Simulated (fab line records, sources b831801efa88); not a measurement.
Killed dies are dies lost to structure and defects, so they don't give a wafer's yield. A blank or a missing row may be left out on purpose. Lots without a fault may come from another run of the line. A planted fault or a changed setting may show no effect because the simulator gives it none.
Chamber matching | flow sky130 | SKY_VIA2_CMP_24 on cmp-01: 4 sister chambers
The step polishes, stops on SiO2, t overpolish 20 s, target thk 0 nm. 16 wafers are shown with their chamber, then 7 later ones without.

WAFERS WITH THEIR CHAMBER
wafer  | chamber | motor_current_A (A) | time_to_endpoint_s (s) | overpolish_run_s (s)
L342.1 | 3       | 9.6                 | 102                    | 20.004
L342.4 | 1       | 10.0                | 104                    | 19.990
L342.5 | 2       | 8.7                 | 103                    | 20.004
L344.1 | 2       | 8.3                 | 104                    | 20.004
L344.2 | 0       | 9.6                 | 102                    | 19.986
L344.4 | 3       | 10.4                | 103                    | 20.001
L345.2 | 1       | 9.8                 | 108                    | 19.997
L345.3 | 3       | 10.5                | 104                    | 20.003
L345.4 | 0       | 9.0                 | 107                    | 19.999
L346.1 | 2       | 8.4                 | 99                     | 20.005
L346.4 | 3       | 10.7                | 101                    | 19.998
L346.5 | 2       | 8.4                 | 101                    | 20.006
L348.1 | 3       | 10.8                | 102                    | 19.985
L348.2 | 2       | 8.2                 | 101                    | 19.997
L348.4 | 1       | 10.2                | 103                    | 20.007
L350.1 | 2       | 8.3                 | 100                    | 20.008

SIGNATURES (means of the wafers above)
reading            | chamber 0 | chamber 1 | chamber 2 | chamber 3 | scatter within a chamber
motor_current_A    | 9.300     | 10.000    | 8.383     | 10.400    | 0.33
time_to_endpoint_s | 104.50    | 105.00    | 101.33    | 102.40    | 2.02
overpolish_run_s   | 19.99250  | 19.99800  | 20.00400  | 19.99820  | 0.0067
Rule: a wafer's distance from a chamber is the root of the sum, over the readings, of the square of ((its reading less the chamber's mean) divided by the reading's scatter). The wafer belongs to the nearest chamber; if the next one is less than 2 further off, it can't be placed. The scatter: the root of (the sum of the squares of (reading less its chamber's mean) over the shown wafers, divided by (wafers less chambers)).

WAFERS WITHOUT THEIR CHAMBER
wafer  | motor_current_A (A) | time_to_endpoint_s (s) | overpolish_run_s (s)
L350.2 | 10.9                | 103                    | 20.018
L350.3 | 9.0                 | 103                    | 20.002
L351.1 | 9.3                 | 99                     | 20.009
L351.2 | 8.9                 | 103                    | 20.012
L363.3 | 8.7                 | 107                    | 20.010
L363.5 | 8.8                 | 100                    | 20.009
L363.6 | 10.0                | 101                    | 19.998

WHICH CHAMBER EACH WENT THROUGH
wafer  | from the rows above               | in truth
L350.2 | can't be placed: 3 or 1           | 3
L350.3 | can't be placed: 0 or 2 or 1      | 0
L351.1 | can't be placed: 2 or 0 or 1 or 3 | 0
L351.2 | can't be placed: 2 or 0 or 1      | 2
L363.3 | can't be placed: 2 or 0 or 1      | 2
L363.5 | 2                                 | 2
L363.6 | can't be placed: 3 or 1 or 0      | 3
Placed correctly: 1 of 7. Can't be placed from these rows: 6 (the true chamber is among the candidates in 6). Placed wrongly: 0.
